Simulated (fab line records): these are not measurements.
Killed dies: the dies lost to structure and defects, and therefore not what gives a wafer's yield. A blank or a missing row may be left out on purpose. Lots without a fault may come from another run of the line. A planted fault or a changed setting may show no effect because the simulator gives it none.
One fault through the eyes of 2 desks / flow gf180mcu / what lay behind the numbers comes last; until then each desk has only its own

AT THE METROLOGY DESK
Lot by lot, what the gauges showed, no matter which tool ran the lot: averages of those sampled wafers that carry a number. The brackets show how far a lot's mean lies from the usual mean; more than 4 standard deviations puts the lot out of limits, marked OUT.
Columns: A = CONTACT_W_THK at GF_CONTACT_THK_MEAS_26, usual 296 nm
lot=L327; first seen here=day 16 01:34; A=297
lot=L328; first seen here=day 16 11:59; A=295
lot=L329; first seen here=day 16 22:07; A=298
lot=L330; first seen here=day 17 02:33; A=298
lot=L331; first seen here=day 18 00:03; A=293
lot=L332; first seen here=day 18 02:35; A=298
lot=L333; first seen here=day 18 15:35; A=297
lot=L341; first seen here=day 21 22:36; A=301
lot=L342; first seen here=day 21 22:42; A=300
lot=L346; first seen here=day 23 03:31; A=294
lot=L347; first seen here=day 23 11:35; A=301
lot=L349; first seen here=day 24 06:37; A=298
lot=L350; first seen here=day 24 09:19; A=301
This desk found nothing out of limits on any of the 13 lots.

FOR THE TOOL OWNER'S DESK: litho track-02
At GF_V1_SOFTBAKE_10 (time 60 s), the tool's own readings, given per lot that ran on this tool as the mean of the sampled wafers with a number. The brackets show how far a lot's mean lies from the usual mean; more than 4 standard deviations puts the lot out of limits, marked OUT.
Columns: A = heater power total W at GF_V1_SOFTBAKE_10, usual 93.05 W; B = run length s at GF_V1_SOFTBAKE_10, usual 89.17 s
lot=L328; first seen here=day 18 00:00; A=93.05; B=89.03
lot=L329; first seen here=day 18 11:00; A=93.05; B=89.08
lot=L330; first seen here=day 18 15:00; A=93.01; B=88.99
lot=L332; first seen here=day 19 16:00; A=95.03 (+31) OUT; B=85.40 (-18) OUT
lot=L333; first seen here=day 20 06:00; A=94.98 (+31) OUT; B=85.55 (-17) OUT
lot=L342; first seen here=day 23 11:00; A=93.06; B=89.04
This desk finds L332, L333 out of limits, L332 being first, at day 19 16:00 (heater power total W at GF_V1_SOFTBAKE_10). L328, L329, L330, L342 stayed within limits.

TAKEN TOGETHER
At day 19 16:00, on L332, L333, the tool owner's desk was in a position to raise an alarm.
At the metrology desk, nothing out of limits was observed.
The metrology desk holds a record of L332, L333, inside its limits.
Of the lots named, all ran GF_V1_SOFTBAKE_10 on litho track-02.

WHAT THE SIMULATOR HAD INSERTED
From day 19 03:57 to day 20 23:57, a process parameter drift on litho track-02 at GF_V1_SOFTBAKE_10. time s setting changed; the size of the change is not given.
Shown lots that were struck: L332, L333.
Each desk's first reading out of limits, in hours after the fault started: the tool owner's desk, 12.
